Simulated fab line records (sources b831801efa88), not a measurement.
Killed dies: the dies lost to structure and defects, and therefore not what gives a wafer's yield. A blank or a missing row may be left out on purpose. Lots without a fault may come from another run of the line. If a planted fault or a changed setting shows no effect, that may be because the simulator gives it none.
Matching of chambers	flow sky130	SKY_VIA1_CMP_24 on cmp-01: 4 sister chambers
The step polishes, stops on SiO2, t overpolish 15 s, target thk 0 nm. 8 wafers are shown with their chamber, then 12 later ones without.

== WAFERS WITH THEIR CHAMBER ==
wafer	chamber	motorCurrentA (A)	timeToEndpointS (s)
L084.5	2	12.7	66
L087.3	2	12.7	66
L089.5	0	10.6	68
L090.1	0	10.2	73
L090.5	3	11.0	72
L091.2	3	11.0	65
L091.4	1	11.7	61
L091.5	1	12.1	66

== WAFERS WITH NO CHAMBER GIVEN ==
wafer	motorCurrentA (A)	timeToEndpointS (s)
L092.1	11.1	68
L092.3	12.1	68
L092.5	10.7	68
L093.3	11.3	65
L093.4	10.7	67
L093.5	12.4	63
L094.1	10.9	69
L094.2	11.1	65
L094.5	10.4	67
L095.2	13.3	64
L095.3	11.6	67
L095.5	11.7	70

== WHICH CHAMBER EACH WENT THROUGH ==
wafer	from the rows above	in truth
L092.1	3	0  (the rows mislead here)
L092.3	can't be placed: 1 or 2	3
L092.5	can't be placed: 3 or 0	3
L093.3	can't be placed: 3 or 1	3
L093.4	can't be placed: 3 or 0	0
L093.5	can't be placed: 2 or 1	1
L094.1	3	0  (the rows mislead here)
L094.2	3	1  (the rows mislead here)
L094.5	0	0
L095.2	2	2
L095.3	can't be placed: 1 or 3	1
L095.5	can't be placed: 1 or 3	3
2 of 12 placed correctly. Can't be placed from these rows: 7 (the true chamber is among the candidates in 6). Number placed wrongly: 3.
How it was worked out, from the rows above alone: a wafer's distance from a chamber is the root of the sum, over the readings, of the square of ((its reading less the chamber's mean) divided by the reading's scatter). The wafer belongs to the nearest chamber; if the next one is less than 2 further off, it can't be placed. The mean given for a chamber averages the wafers shown for that chamber. How the scatter is found: for the shown wafers, subtract from each reading the mean of its chamber, square and add these, divide the total by (wafers less chambers), then take the root.
